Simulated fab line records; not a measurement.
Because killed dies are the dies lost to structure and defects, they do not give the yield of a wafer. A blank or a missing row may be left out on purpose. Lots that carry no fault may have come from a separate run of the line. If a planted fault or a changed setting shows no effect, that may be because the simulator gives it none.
fab line records | flow sky130
record lots=5 | wafers=15 | last_day=50
route steps=708 shown METAL4@598 CAP2M@603 PAD_OPEN@708
lots that met no fault: taken from a fault-free run of the same line
start_h: hours from the record's first day to the start of the lot's first wafer shown | wait_h: how many hours have passed since the lot's step before this one | " as in the row above | L1.1+2: a row that stands for several wafers | - no value present, or no start provided | * or withheld: withheld | < > ~ a bound
route shown NAME@n: NAME is a module with steps in the file, n the number in the route of the first one | usual: the fault-free wafers' mean and standard deviation | same: alike in all rows | chamber/n: place in a boat | sites: each site's reading | _std_site: the values' standard deviation | _edge_site: inner sites' mean taken away from outer sites' mean | radius_mm: how far each site lies from the wafer's centre | mask NAME#n: copy n | behind: the last tool/chamber to shape the wafer | hold: reason for holding the lot/hours on hold/outcome of the hold | device: transistor that didn't switch, given as n, p or np | end of line: the same wafers' tests at the end of the route | where a step has no rows: the recipe by itself | killed: the dies lost at the first sort to structure and to defects; this is not the yield of the wafer | map: dies across one wafer; x = killed, . = not, _ = none there
set.NAME: the setting as run; set.NAME@STEP: as run at that earlier step | model.NAME: the simulator's own value behind a step, which no gauge read
certain route steps with their lots: each step a table, each wafer a row
services: a tool's chamber out of use, with start hour (start_h, from the record's first day; less than 0 if before it), hours out, and reason
## steps
# step SKY_METAL4_SPUTTER_00
# recipe material=Ti | target_thk_nm=15 | power_w=3000 | time_s=10 | chamber_pressure_pa=0.4
# step SKY_METAL4_SPUTTER_01
# recipe material=TiN | target_thk_nm=20 | power_w=6500 | time_s=16.7 | chamber_pressure_pa=0.4
# usual throttle_valve_pct=30.4/0.8
lot.wafer | tool           | chamber | start_h | wait_h | throttle_valve_pct
L533.2    | pvd_sputter-04 | -       | 921.59  | 0.0    | 29.7
L533.3    | "              | -       | "       | "      | 31.3
L533.4    | "              | -       | "       | "      | 29.0
L539.1    | pvd_sputter-03 | -       | 971.18  | 0.0    | 30.7
L539.2    | "              | -       | "       | "      | 30.1
L539.6    | "              | -       | "       | "      | 29.9
L546.2    | pvd_sputter-02 | -       | 1030.29 | 0.0    | 29.9
L546.4    | "              | -       | "       | "      | 29.5
L546.6    | "              | -       | "       | "      | 29.5
L555.1    | pvd_sputter-02 | -       | 1080.30 | 0.0    | 30.2
L555.4    | "              | -       | "       | "      | 29.6
L555.6    | "              | -       | "       | "      | 29.8
L556.1    | pvd_sputter-02 | -       | 1082.49 | 0.0    | 29.4
L556.3    | "              | -       | "       | "      | 30.2
L556.6    | "              | -       | "       | "      | 30.0
# step SKY_METAL4_SPUTTER_02
# recipe material=AlCu | target_thk_nm=735 | power_w=10600 | time_s=39.1 | chamber_pressure_pa=0.4
# usual throttle_valve_pct=30.4/0.8
lot.wafer | tool           | chamber | start_h | wait_h | throttle_valve_pct
L533.2    | pvd_sputter-04 | -       | 921.62  | 0.0    | 29.5
L533.3    | "              | -       | "       | "      | 31.2
L533.4    | "              | -       | "       | "      | 29.4
L539.1    | pvd_sputter-03 | -       | 971.21  | 0.0    | 30.7
L539.2    | "              | -       | "       | "      | 30.0
L539.6    | "              | -       | "       | "      | 30.1
L546.2    | pvd_sputter-02 | -       | 1030.31 | 0.0    | 29.8
L546.4    | "              | -       | "       | "      | 29.3
L546.6    | "              | -       | "       | "      | 29.3
L555.1    | pvd_sputter-02 | -       | 1080.33 | 0.0    | 30.1
L555.4    | "              | -       | "       | "      | 29.4
L555.6    | "              | -       | "       | "      | 29.9
L556.1    | pvd_sputter-02 | -       | 1082.52 | 0.0    | 29.4
L556.3    | "              | -       | "       | "      | 30.5
L556.6    | "              | -       | "       | "      | 30.0
# step SKY_METAL4_SPUTTER_03
# recipe material=Ti | target_thk_nm=5 | power_w=3000 | time_s=3.3 | chamber_pressure_pa=0.4
# usual throttle_valve_pct=30.4/0.81
lot.wafer | tool           | chamber | start_h | wait_h | throttle_valve_pct
L533.2    | pvd_sputter-04 | -       | 921.66  | 0.0    | 29.6
L533.3    | "              | -       | "       | "      | 31.4
L533.4    | "              | -       | "       | "      | 29.2
L539.1    | pvd_sputter-03 | -       | 971.25  | 0.0    | 30.9
L539.2    | "              | -       | "       | "      | 30.3
L539.6    | "              | -       | "       | "      | 30.2
L546.2    | pvd_sputter-02 | -       | 1030.36 | 0.0    | 30.1
L546.4    | "              | -       | "       | "      | 29.5
L546.6    | "              | -       | "       | "      | 29.5
L555.1    | pvd_sputter-02 | -       | 1080.37 | 0.0    | 30.1
L555.4    | "              | -       | "       | "      | 29.7
L555.6    | "              | -       | "       | "      | 30.0
L556.1    | pvd_sputter-02 | -       | 1082.56 | 0.0    | 29.4
L556.3    | "              | -       | "       | "      | 30.2
L556.6    | "              | -       | "       | "      | 30.3
# step SKY_METAL4_SPUTTER_04
# recipe material=TiN | target_thk_nm=70 | power_w=6500 | time_s=58.3 | chamber_pressure_pa=0.4
# step SKY_CAP2M_CVD_00
# recipe material=SiO2 | target_thk_nm=15.5 | temp_c=400 | time_s=withheld | rf_w=450
# usual heater_power_w=745/76
lot.wafer | tool     | chamber | start_h | wait_h | heater_power_w
L533.2    | pecvd-03 | 1       | 921.72  | 0.0    | 736
L533.3    | "        | 0       | "       | "      | 694
L533.4    | "        | 0       | "       | "      | 672
L539.1    | pecvd-01 | 0       | 971.32  | 0.0    | 662
L539.2    | "        | 1       | "       | "      | 815
L539.6    | "        | 2       | "       | "      | 699
L546.2    | pecvd-01 | 1       | 1030.43 | 0.0    | 805
L546.4    | "        | 0       | "       | "      | 661
L546.6    | "        | 1       | "       | "      | 776
L555.1    | pecvd-04 | 2       | 1080.45 | 0.0    | 638
L555.4    | "        | 2       | "       | "      | 643
L555.6    | "        | 0       | "       | "      | 899
L556.1    | pecvd-01 | 2       | 1082.63 | 0.0    | 717
L556.3    | "        | 0       | "       | "      | 604
L556.6    | "        | 1       | "       | "      | 736
# step SKY_CAP2M_THK_MEAS_01
# recipe reads=SiO2_of_CAP2M_CVD_00
# usual CAP2M_CVD_00_THK=15.51/0.21
lot.wafer | tool          | chamber | start_h | wait_h | CAP2M_CVD_00_THK[nm]
L533.2    | film_metro-01 | -       | 921.75  | -      | 15.64
L533.3    | "             | -       | "       | "      | 15.50
L533.4    | "             | -       | "       | "      | 15.67
L539.1    | film_metro-04 | -       | 971.34  | -      | 15.38
L539.2    | "             | -       | "       | "      | 15.44
L539.6    | "             | -       | "       | "      | 15.78
L546.2    | film_metro-02 | -       | 1030.47 | -      | 15.52
L546.4    | "             | -       | "       | "      | 15.84
L546.6    | "             | -       | "       | "      | 15.54
L555.1    | film_metro-01 | -       | 1080.50 | -      | 15.26
L555.4    | "             | -       | "       | "      | 15.78
L555.6    | "             | -       | "       | "      | 15.46
L556.1    | film_metro-01 | -       | 1082.66 | -      | 15.46
L556.3    | "             | -       | "       | "      | 15.48
L556.6    | "             | -       | "       | "      | 15.66
# step SKY_CAP2M_SPUTTER_02
# recipe material=TiN | target_thk_nm=200 | temp_c=300 | power_w=6500 | time_s=166.7 | chamber_pressure_pa=0.4
# usual throttle_valve_pct=30.2/0.55
lot.wafer | tool           | chamber | start_h | wait_h | throttle_valve_pct
L533.2    | pvd_sputter-03 | -       | 921.80  | 0.0    | 30.5
L533.3    | "              | -       | "       | "      | 30.9
L533.4    | "              | -       | "       | "      | 30.1
L539.1    | pvd_sputter-01 | -       | 971.40  | 0.1    | 30.4
L539.2    | "              | -       | "       | "      | 29.9
L539.6    | "              | -       | "       | "      | 30.1
L546.2    | pvd_sputter-03 | -       | 1030.52 | 0.0    | 30.4
L546.4    | "              | -       | "       | "      | 30.8
L546.6    | "              | -       | "       | "      | 30.2
L555.1    | pvd_sputter-03 | -       | 1080.56 | 0.1    | 30.5
L555.4    | "              | -       | "       | "      | 30.2
L555.6    | "              | -       | "       | "      | 30.4
L556.1    | pvd_sputter-03 | -       | 1082.72 | 0.1    | 29.9
L556.3    | "              | -       | "       | "      | 30.8
L556.6    | "              | -       | "       | "      | 31.1
# step SKY_CAP2M_RS_MEAS_03
# recipe thk_meas_gauge=four-point-probe | reads=TiN_of_CAP2M_SPUTTER_02
# usual CAP2M_TIN_RS=6.91/0.068
lot.wafer | tool          | chamber | start_h | wait_h | CAP2M_TIN_RS[ohm/sq]
L533.2    | film_metro-02 | -       | 921.93  | 0.1    | 6.92
L533.3    | "             | -       | "       | "      | 6.99
L533.4    | "             | -       | "       | "      | 6.96
L539.1    | film_metro-01 | -       | 971.51  | 0.1    | 7.00
L539.2    | "             | -       | "       | "      | 6.97
L539.6    | "             | -       | "       | "      | 6.96
L546.2    | film_metro-02 | -       | 1030.65 | 0.1    | 6.79
L546.4    | "             | -       | "       | "      | 6.78
L546.6    | "             | -       | "       | "      | 6.78
L555.1    | film_metro-02 | -       | 1080.67 | 0.1    | 6.77
L555.4    | "             | -       | "       | "      | 6.82
L555.6    | "             | -       | "       | "      | 6.80
L556.1    | film_metro-04 | -       | 1082.82 | 0.1    | 6.86
L556.3    | "             | -       | "       | "      | 6.88
L556.6    | "             | -       | "       | "      | 6.90
# step SKY_CAP2M_THK_MEAS_04
# recipe thk_meas_gauge=xrf | reads=TiN_of_CAP2M_SPUTTER_02
# usual CAP2M_TIN_THK=205.3/2.8
lot.wafer | tool          | chamber | start_h | wait_h | CAP2M_TIN_THK[nm]
L533.2    | film_metro-02 | -       | 922.04  | 0.1    | 201.3
L533.3    | "             | -       | "       | "      | 200.9
L533.4    | "             | -       | "       | "      | 201.6
L539.1    | film_metro-01 | -       | 971.63  | 0.1    | 202.9
L539.2    | "             | -       | "       | "      | 204.8
L539.6    | "             | -       | "       | "      | 203.5
L546.2    | film_metro-02 | -       | 1030.76 | 0.1    | 208.5
L546.4    | "             | -       | "       | "      | 209.0
L546.6    | "             | -       | "       | "      | 210.1
L555.1    | film_metro-02 | -       | 1080.79 | 0.1    | 209.4
L555.4    | "             | -       | "       | "      | 206.6
L555.6    | "             | -       | "       | "      | 206.7
L556.1    | film_metro-04 | -       | 1082.94 | 0.1    | 206.6
L556.3    | "             | -       | "       | "      | 206.8
L556.6    | "             | -       | "       | "      | 206.6
# step SKY_CAP2M_DEHYDRATE_05
# recipe temp_c=200 | time_s=60
# step SKY_CAP2M_HMDS_06
# recipe prime_time_s=60 | prime_temp_c=120
# step SKY_CAP2M_COAT_07
# recipe resist=NOVOLAK | spin_rpm=3000 | resist_thk_nm=1140
lot.wafer | tool           | chamber | start_h | wait_h | model.NOVOLAK_of_CAP2M_COAT_07.thk_nm
L533.2    | litho_track-02 | 0       | 934.29  | 0.1    | 1149
L533.3    | "              | 0       | "       | "      | 1143
L533.4    | "              | 0       | "       | "      | 1147
L539.1+2  | litho_track-01 | 0       | 982.94  | 0.1    | 1146
L539.6    | "              | 0       | "       | "      | 1142
L546.2    | litho_track-01 | 0       | 1041.37 | 0.1    | 1265
L546.4    | "              | 0       | "       | "      | 1260
L546.6    | "              | 0       | "       | "      | 1143
L555.1    | litho_track-04 | 0       | 1090.50 | 0.1    | 1143
L555.4    | "              | 0       | "       | "      | 1139
L555.6    | "              | 0       | "       | "      | 1147
L556.1    | litho_track-02 | 0       | 1092.76 | 0.1    | 1137
L556.3    | "              | 0       | "       | "      | 1138
L556.6    | "              | 0       | "       | "      | 1136
# step SKY_CAP2M_SOFTBAKE_08
# recipe temp_c=90 | time_s=60 | resist=NOVOLAK
# step SKY_CAP2M_EXPOSE_09
# recipe mask_id=CAP2M | na=0.6 | source_shape=conventional | sigma_outer=0.6 | polarization=unpolarized | target_cd_nm=1000 | dose_mj=159
# step SKY_CAP2M_PEB_10
# recipe temp_c=withheld | time_s=* | resist=NOVOLAK
# step SKY_CAP2M_DEVELOP_11
# recipe resist=NOVOLAK | developer=TMAH | develop_time_s=60 | dev_temp_c=23
# step SKY_CAP2M_OVL_MEAS_12
# usual CAP2M_OVL=-1.6/1.5
lot.wafer | tool       | chamber | start_h | wait_h | CAP2M_OVL[nm]
L533.2    | overlay-02 | -       | 946.25  | 0.1    | -2.1
L533.3    | "          | -       | "       | "      | -3.3
L533.4    | "          | -       | "       | "      | -1.3
L539.1    | overlay-01 | -       | 994.54  | 0.1    | -0.4
L539.2    | "          | -       | "       | "      | -2.1
L539.6    | "          | -       | "       | "      | -3.5
L546.2    | overlay-01 | -       | 1052.81 | 0.1    | -2.9
L546.4    | "          | -       | "       | "      | -2.0
L546.6    | "          | -       | "       | "      | -1.1
L555.1    | overlay-01 | -       | 1100.20 | 0.1    | 0.8
L555.4    | "          | -       | "       | "      | -1.8
L555.6    | "          | -       | "       | "      | -3.5
L556.1    | overlay-02 | -       | 1102.76 | 0.1    | -2.0
L556.3    | "          | -       | "       | "      | -3.0
L556.6    | "          | -       | "       | "      | -3.5
# step SKY_CAP2M_METAL_ETCH_13
# recipe target_depth_nm=220 | stop_on=SiO2 | chemistry=Cl2/BCl3 | target=TiN | pressure_mtorr=10 | icp_w=900 | bias_w=48.5 | Cl2_flow_sccm=60 | bcl3_flow_sccm=30 | time_s=62.9
# usual drypump_motor_current_A=5.6/0.4 | mfc_cl2_sccm=60.03/0.18 | oes_product_au=0.941/0.0069 | throttle_valve_pct=21.902/0.01
lot.wafer | tool         | chamber | start_h | wait_h | drypump_motor_current_A | mfc_cl2_sccm | oes_product_au | rf_hours_counter_h | throttle_valve_pct | model.NOVOLAK_of_CAP2M_COAT_07.thk_nm | model.CAP2M.cd_nm
L533.2    | rie_metal-01 | 0       | 946.28  | 0.0    | 5.7                     | 60.05        | 0.944          | 7                  | 21.912             | 999.8                                 | 1005
L533.3    | "            | 0       | "       | "      | 5.6                     | 60.01        | 0.927          | -                  | 21.901             | 993.8                                 | 1005
L533.4    | "            | 1       | "       | "      | 5.4                     | 60.26        | 0.940          | -                  | 21.900             | 997.9                                 | 1003
L539.1    | rie_metal-02 | 1       | 994.58  | 0.0    | 6.4                     | 60.03        | 0.942          | 14                 | 21.917             | 1000                                  | 1003
L539.2    | "            | 0       | "       | "      | 5.3                     | 60.18        | 0.937          | 17                 | 21.899             | 998.4                                 | 999.7
L539.6    | "            | 0       | "       | "      | 5.3                     | 60.09        | 0.938          | -                  | 21.914             | 993.2                                 | 1001
L546.2    | rie_metal-02 | 1       | 1052.84 | 0.0    | 6.4                     | 60.12        | 0.947          | 18                 | 21.882             | 1116                                  | 1007
L546.4    | "            | 0       | "       | "      | 5.3                     | 59.98        | 0.952          | -                  | 21.913             | 1110                                  | 1008
L546.6    | "            | 1       | "       | "      | 6.4                     | 60.05        | 0.954          | -                  | 21.899             | 994.6                                 | 996.9
L555.1    | rie_metal-01 | 1       | 1100.24 | 0.0    | 5.5                     | 60.02        | 0.952          | 21                 | 21.902             | 996.3                                 | 1003
L555.4    | "            | 0       | "       | "      | 5.7                     | 59.87        | 0.952          | -                  | 21.894             | 991.3                                 | 1003
L555.6    | "            | 0       | "       | "      | 5.7                     | 59.89        | 0.943          | -                  | 21.884             | 998.3                                 | 1005
L556.1    | rie_metal-02 | 1       | 1102.80 | 0.0    | 6.4                     | 59.83        | 0.946          | 22                 | 21.911             | 988.1                                 | 996.6
L556.3    | "            | 1       | "       | "      | 6.5                     | 60.17        | 0.950          | -                  | 21.910             | 990.1                                 | 997.7
L556.6    | "            | 1       | "       | "      | 6.4                     | 59.87        | 0.945          | -                  | 21.891             | 987                                   | 997.8
# step SKY_CAP2M_STRIP_14
# recipe chemistry=O2/N2 | power_w=1400 | pressure_mtorr=1500 | platen_temp_c=withheld | o2_flow_sccm=3000 | n2_flow_sccm=300 | overash_fraction=0.5
# usual drypump_motor_current_A=5.7/0.53 | o2_flow_sccm=3000/8.5 | oes_product_au=0.710/0.0047 | strip_time_to_endpoint_s=12.67/0.04
lot.wafer | tool            | chamber | start_h | wait_h | drypump_motor_current_A | o2_flow_sccm | oes_product_au | rf_hours_counter_h | strip_time_to_endpoint_s
L533.2    | plasma_asher-02 | 0       | 946.36  | 0.1    | 5.9                     | 3000         | 0.706          | 113                | 12.73
L533.3    | "               | 0       | "       | "      | 5.9                     | 3005         | 0.706          | -                  | 12.67
L533.4    | "               | 1       | "       | "      | 6.2                     | 3008         | 0.712          | -                  | 12.71
L539.1    | plasma_asher-04 | 0       | 994.65  | 0.1    | 5.3                     | 3010         | 0.705          | 25                 | 12.75
L539.2    | "               | 1       | "       | "      | 5.4                     | 2993         | 0.711          | 25                 | 12.69
L539.6    | "               | 0       | "       | "      | 5.3                     | 3002         | 0.712          | -                  | 12.64
L546.2    | plasma_asher-04 | 0       | 1052.91 | 0.1    | 5.3                     | 2998         | 0.714          | 31                 | 13.98
L546.4    | "               | 1       | "       | "      | 5.4                     | 3001         | 0.716          | -                  | 13.92
L546.6    | "               | 1       | "       | "      | 5.5                     | 3005         | 0.712          | -                  | 12.66
L555.1    | plasma_asher-01 | 1       | 1100.31 | 0.1    | 4.9                     | 2990         | 0.717          | 96                 | 12.69
L555.4    | "               | 1       | "       | "      | 4.9                     | 2990         | 0.708          | -                  | 12.61
L555.6    | "               | 1       | "       | "      | 4.9                     | 3000         | 0.705          | -                  | 12.70
L556.1    | plasma_asher-04 | 1       | 1102.88 | 0.1    | 5.5                     | 2987         | 0.714          | 36                 | 12.59
L556.3    | "               | 0       | "       | "      | 5.3                     | 2993         | 0.713          | -                  | 12.61
L556.6    | "               | 1       | "       | "      | 5.4                     | 3006         | 0.713          | -                  | 12.58
# step SKY_CAP2M_STRIP_15
# recipe chemistry=post_etch_residue_remover | time_s=1200 | temp_c=72.5
# step SKY_PAD_OPEN_PROBE_99
# usual defect_limited_yield=82.2/1.9 | killed_at_M0_to_M3=45/7.3 | killed_at_M4_up=3.1/1.7 | killed_at_contacts=25/5.1 | killed_at_front_end=15/4.5 | killed_at_other=0.3/0.56 | killed_dies=88/9.4 | killed_on_rim=17/4.3 | killed_open=47/6.6 | killed_short=40/6.9 | sort_bin_3_pad_short=0.9/0.46 | sort_bin_5_function=10.5/1.5 | sort_bin_6_memory=6.4/1.1 | sort_n_pass=404/9.4 | sort_yield_pct=82.2/1.9
# same gross_dies=492 | killed_at_back_side=0 | sort_bin_4_leakage[%]=0 | sort_bin_8_speed[%]=0
lot.wafer | tool      | chamber | start_h | wait_h | defect_limited_yield[%] | killed_at_M0_to_M3 | killed_at_M4_up | killed_at_contacts | killed_at_front_end | killed_at_other | killed_dies | killed_on_rim | killed_open | killed_short | sort_bin_3_pad_short[%] | sort_bin_5_function[%] | sort_bin_6_memory[%] | sort_n_pass | sort_yield_pct[%]
L533.2    | prober-02 | -       | 1068.66 | 0.1    | 79.1                    | 59                 | 4               | 31                 | 9                   | 0               | 103         | 22            | 63          | 40           | 1.0                     | 13.4                   | 6.5                  | 389         | 79.1
L533.3    | prober-02 | -       | 1068.71 | 0.2    | 85.6                    | 38                 | 5               | 18                 | 10                  | 0               | 71          | 11            | 38          | 32           | 1.2                     | 8.5                    | 4.7                  | 421         | 85.6
L533.4    | prober-02 | -       | 1068.76 | 0.2    | 84.8                    | 37                 | 4               | 19                 | 13                  | 2               | 75          | 14            | 38          | 35           | 1.0                     | 8.7                    | 5.5                  | 417         | 84.8
L539.1    | prober-02 | -       | 1109.71 | 0.1    | 80.1                    | 38                 | 3               | 36                 | 21                  | 0               | 98          | 19            | 51          | 47           | 2.0                     | 11.2                   | 6.7                  | 394         | 80.1
L539.2    | prober-02 | -       | 1109.76 | 0.1    | 79.7                    | 47                 | 7               | 30                 | 16                  | 0               | 100         | 20            | 58          | 42           | 0.4                     | 12.6                   | 7.3                  | 392         | 79.7
L539.6    | prober-02 | -       | 1109.96 | 0.2    | 82.7                    | 42                 | 5               | 23                 | 14                  | 1               | 85          | 9             | 47          | 38           | 0.2                     | 11.2                   | 5.9                  | 407         | 82.7
L546.2    | prober-01 | -       | 1157.90 | 0.1    | 82.7                    | 43                 | 2               | 17                 | 23                  | 0               | 85          | 14            | 43          | 42           | 0.8                     | 9.1                    | 7.3                  | 407         | 82.7
L546.4    | prober-01 | -       | 1158.00 | 0.2    | 81.9                    | 47                 | 2               | 23                 | 17                  | 0               | 89          | 13            | 57          | 32           | 0.4                     | 12.0                   | 5.7                  | 403         | 81.9
L546.6    | prober-01 | -       | 1158.10 | 0.2    | 83.7                    | 43                 | 0               | 25                 | 12                  | 0               | 80          | 17            | 43          | 37           | 0.6                     | 9.3                    | 6.3                  | 412         | 83.7
L555.1    | prober-01 | -       | 1196.66 | 0.1    | 83.3                    | 42                 | 3               | 25                 | 11                  | 1               | 82          | 15            | 42          | 40           | 0.8                     | 9.3                    | 6.5                  | 410         | 83.3
L555.4    | prober-01 | -       | 1196.81 | 0.2    | 83.7                    | 40                 | 2               | 25                 | 13                  | 0               | 80          | 17            | 45          | 34           | 1.0                     | 9.6                    | 5.7                  | 412         | 83.7
L555.6    | prober-01 | -       | 1196.91 | 0.2    | 81.9                    | 46                 | 3               | 26                 | 12                  | 2               | 89          | 17            | 41          | 47           | 0.6                     | 11.4                   | 6.1                  | 403         | 81.9
L556.1    | prober-02 | -       | 1198.12 | 0.1    | 83.5                    | 39                 | 1               | 23                 | 18                  | 0               | 81          | 17            | 44          | 36           | 0.4                     | 9.6                    | 6.5                  | 411         | 83.5
L556.3    | prober-02 | -       | 1198.22 | 0.2    | 82.7                    | 46                 | 1               | 20                 | 18                  | 0               | 85          | 21            | 39          | 46           | 1.6                     | 8.9                    | 6.7                  | 407         | 82.7
L556.6    | prober-02 | -       | 1198.37 | 0.2    | 81.9                    | 38                 | 5               | 24                 | 22                  | 0               | 89          | 19            | 48          | 40           | 1.2                     | 11.0                   | 5.9                  | 403         | 81.9
# killed by level:class
L533.2 CONTACT:geometric_particle:open=13 VIA2:geometric_particle:open=13 VIA1:geometric_particle:open=12 LI_CONTACT:geometric_particle:open=8 VIA3:geometric_particle:open=8 METAL1:geometric_particle:short=6 VIA3:geometric_particle:short=5 METAL2:geometric_particle:short=5
L533.3 LI_CONTACT:geometric_particle:open=7 VIA1:geometric_particle:open=7 VIA2:geometric_particle:open=6 CONTACT:geometric_particle:open=5 VIA1:geometric_particle:short=4 METAL1:geometric_particle:short=4 VIA2:geometric_particle:short=4 VIA3:geometric_particle:open=4
L533.4 VIA1:geometric_particle:open=9 VIA2:geometric_particle:open=8 CONTACT:geometric_particle:open=6 LI_CONTACT:geometric_particle:short=5 POLY_GATE:geometric_particle:open=4 METAL2:geometric_particle:short=4 FIELD_ISO:geometric_particle:short=3 POLY_GATE:geometric_particle:short=3
L539.1 CONTACT:geometric_particle:open=11 LI_CONTACT:geometric_particle:open=10 CONTACT:geometric_particle:short=10 VIA1:geometric_particle:open=10 METAL2:geometric_particle:short=7 FIELD_ISO:geometric_particle:open=5 METAL1:geometric_particle:short=5 FIELD_ISO:geometric_particle:short=4
L539.2 CONTACT:geometric_particle:open=12 VIA1:geometric_particle:open=11 LI_CONTACT:geometric_particle:open=9 VIA1:geometric_particle:short=8 VIA3:geometric_particle:open=8 POLY_GATE:geometric_particle:short=5 CONTACT:geometric_particle:short=5 VIA2:geometric_particle:open=4
L539.6 LI_CONTACT:geometric_particle:open=10 VIA1:geometric_particle:open=7 VIA2:geometric_particle:open=5 CONTACT:geometric_particle:open=5 METAL2:geometric_particle:short=5 FIELD_ISO:geometric_particle:open=4 VIA1:geometric_particle:short=4 METAL2:geometric_particle:open=4
L546.2 VIA1:geometric_particle:open=10 VIA1:geometric_particle:short=6 LI_CONTACT:geometric_particle:open=6 FIELD_ISO:geometric_particle:open=5 METAL3:geometric_particle:short=5 POLY_GATE:geometric_particle:open=4 POLY_GATE:geometric_particle:short=4 SPACER:geometric_particle:short=4
L546.4 VIA1:geometric_particle:open=11 CONTACT:geometric_particle:open=10 VIA3:geometric_particle:open=10 VIA1:geometric_particle:short=6 VIA2:geometric_particle:open=6 LI_CONTACT:geometric_particle:open=5 FIELD_ISO:geometric_particle:short=4 LI_CONTACT:geometric_particle:short=4
L546.6 VIA1:geometric_particle:open=10 CONTACT:geometric_particle:open=9 VIA2:geometric_particle:open=7 METAL1:geometric_particle:short=7 VIA1:geometric_particle:short=6 FIELD_ISO:geometric_particle:open=5 LOCAL_INTERCONNECT:geometric_particle:short=5 LI_CONTACT:geometric_particle:open=4
L555.1 LI_CONTACT:geometric_particle:open=10 VIA1:geometric_particle:open=9 METAL1:geometric_particle:short=8 CONTACT:geometric_particle:open=7 VIA2:geometric_particle:short=5 CONTACT:geometric_particle:short=4 VIA1:geometric_particle:short=3 VIA3:geometric_particle:open=3
L555.4 CONTACT:geometric_particle:open=12 VIA2:geometric_particle:open=9 LI_CONTACT:geometric_particle:open=9 METAL2:geometric_particle:short=6 POLY_GATE:geometric_particle:open=4 POLY_GATE:geometric_particle:short=4 VIA1:geometric_particle:short=4 METAL1:geometric_particle:short=4
L555.6 VIA1:geometric_particle:open=12 CONTACT:geometric_particle:open=11 METAL2:geometric_particle:short=9 METAL1:geometric_particle:short=5 VIA3:geometric_particle:open=5 FIELD_ISO:geometric_particle:short=4 LI_CONTACT:geometric_particle:open=4 LOCAL_INTERCONNECT:geometric_particle:short=4
L556.1 VIA1:geometric_particle:open=10 CONTACT:geometric_particle:open=8 FIELD_ISO:geometric_particle:short=6 VIA2:geometric_particle:open=6 LI_CONTACT:geometric_particle:open=5 VIA3:geometric_particle:open=5 CONTACT:geometric_particle:short=4 VIA1:geometric_particle:short=4
L556.3 VIA1:geometric_particle:open=12 METAL2:geometric_particle:short=7 VIA1:geometric_particle:short=7 CONTACT:geometric_particle:open=6 METAL1:geometric_particle:short=6 LI_CONTACT:geometric_particle:open=5 FIELD_ISO:geometric_particle:short=4 POLY_GATE:geometric_particle:short=4
L556.6 VIA1:geometric_particle:open=9 LI_CONTACT:geometric_particle:open=8 POLY_GATE:geometric_particle:open=7 LOCAL_INTERCONNECT:geometric_particle:short=7 VIA3:geometric_particle:open=7 METAL1:geometric_particle:short=5 VIA2:geometric_particle:open=5 VIA1:geometric_particle:short=4
## services
tool            | chamber | start_h | hours | kind
pvd_sputter-02  | -       | 942.03  | 25.1  | repair
rie_metal-01    | -       | 946.37  | 10.0  | pm
pecvd-03        | -       | 947.88  | 5.5   | pm
pecvd-03        | 0       | 954.39  | 17.0  | repair
pecvd-03        | 1       | 958.62  | 5.0   | repair
pvd_sputter-04  | -       | 965.86  | 2.0   | repair
rie_metal-01    | -       | 970.27  | 15.6  | pm
pecvd-04        | -       | 971.80  | 1.5   | repair
pvd_sputter-04  | -       | 986.76  | 5.1   | repair
pecvd-04        | 2       | 1002.62 | 12.6  | repair
pecvd-01        | -       | 1003.01 | 14.6  | pm
pecvd-03        | -       | 1019.37 | 77.8  | repair
pecvd-01        | 2       | 1019.49 | 13.4  | repair
plasma_asher-01 | -       | 1020.71 | 4.6   | repair
pecvd-04        | -       | 1040.85 | 6.0   | pm
pecvd-03        | -       | 1046.92 | 0.3   | repair
pvd_sputter-02  | -       | 1051.37 | 2.1   | repair
plasma_asher-02 | -       | 1051.81 | 13.1  | repair
pvd_sputter-04  | -       | 1053.12 | 8.3   | repair
rie_metal-01    | 0       | 1054.41 | 21.0  | repair
plasma_asher-02 | -       | 1061.67 | 2.9   | repair
pvd_sputter-04  | -       | 1087.42 | 5.0   | repair
rie_metal-01    | -       | 1092.36 | 2.8   | pm
pecvd-01        | -       | 1094.86 | 3.7   | repair
## key
first_sign step=SKY_CAP2M_STRIP_14 | reading=strip_time_to_endpoint_s | direction=up | sigmas=32 | usual=* | struck=*
effect none on later readings
model_effect step=SKY_CAP2M_COAT_07 | value=NOVOLAK_of_CAP2M_COAT_07.thk_nm | without=1143 | struck=1263
model_effect step=SKY_CAP2M_METAL_ETCH_13 | value=NOVOLAK_of_CAP2M_COAT_07.thk_nm | without=993.8 | struck=1113
met_at SKY_CAP2M_COAT_07
struck_wafers L546.2,L546.4
onset_between 982.94 1041.37
fault kind=process_parameter_drift | tool=litho_track-01 | chamber=- | onset_h=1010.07 | steps=SKY_CAP2M_COAT_07 | channel=resist_thk_nm | offset=119.09 | shape=step | end_h=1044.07 | scope=struck_wafers_only | acts_in=these_recipes_only | stated=1140
